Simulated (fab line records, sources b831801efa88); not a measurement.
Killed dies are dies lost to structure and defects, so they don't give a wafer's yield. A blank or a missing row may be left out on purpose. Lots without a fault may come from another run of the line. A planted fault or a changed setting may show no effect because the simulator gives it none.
One fault seen from 2 desks | flow sky130 | each desk has only its own numbers; what lay behind them comes last

THE METROLOGY DESK
What the gauges read, lot by lot, whatever tool the lot ran on: means of the sampled wafers that have a number. A lot is out of limits, marked OUT, if its mean lies more than 4 standard deviations from the usual mean; the brackets give that distance.
Columns: A = VIA1_OVL at SKY_VIA1_OVL_MEAS_13, usual 0 nm; B = VIA1_W_RS at SKY_VIA1_RS_MEAS_22, usual 0.426 ohm/sq; C = VIA1_W_THK at SKY_VIA1_THK_MEAS_23, usual 270 nm
lot  | first seen here | A  | B     | C
L902 | day 33 14:29    | -4 | 0.424 | 274
L912 | day 37 10:05    | -7 | 0.427 | 269
L915 | day 38 16:17    | -5 | 0.423 | 274
L918 | day 39 08:35    | -3 | 0.422 | 273
L925 | day 40 21:04    | -6 | 0.428 | 272
This desk's finding: nothing out of limits on any of the 5 lots.

THE TOOL OWNER'S DESK: pvd_sputter-04
The tool's own readings at SKY_METAL2_SPUTTER_00 (material Ti, target thk 15 nm, time 10 s): means of the sampled wafers that have a number, for each lot that ran on this tool. A lot is out of limits, marked OUT, if its mean lies more than 4 standard deviations from the usual mean; the brackets give that distance.
Columns: A = chamber_pressure_pa at SKY_METAL2_SPUTTER_00, usual 0.4000 Pa; B = throttle_valve_pct at SKY_METAL2_SPUTTER_00, usual 30.6 %
lot  | first seen here | A      | B
L902 | day 33 15:49    | 0.4000 | 30.1
L912 | day 37 11:26    | 0.4001 | 30.5
L915 | day 38 17:43    | 0.4001 | 30.4
This desk's finding: nothing out of limits on any of the 3 lots.

PUT TOGETHER
The metrology desk saw nothing out of limits.
The tool owner's desk saw nothing out of limits.

WHAT THE SIMULATOR HAD PUT IN
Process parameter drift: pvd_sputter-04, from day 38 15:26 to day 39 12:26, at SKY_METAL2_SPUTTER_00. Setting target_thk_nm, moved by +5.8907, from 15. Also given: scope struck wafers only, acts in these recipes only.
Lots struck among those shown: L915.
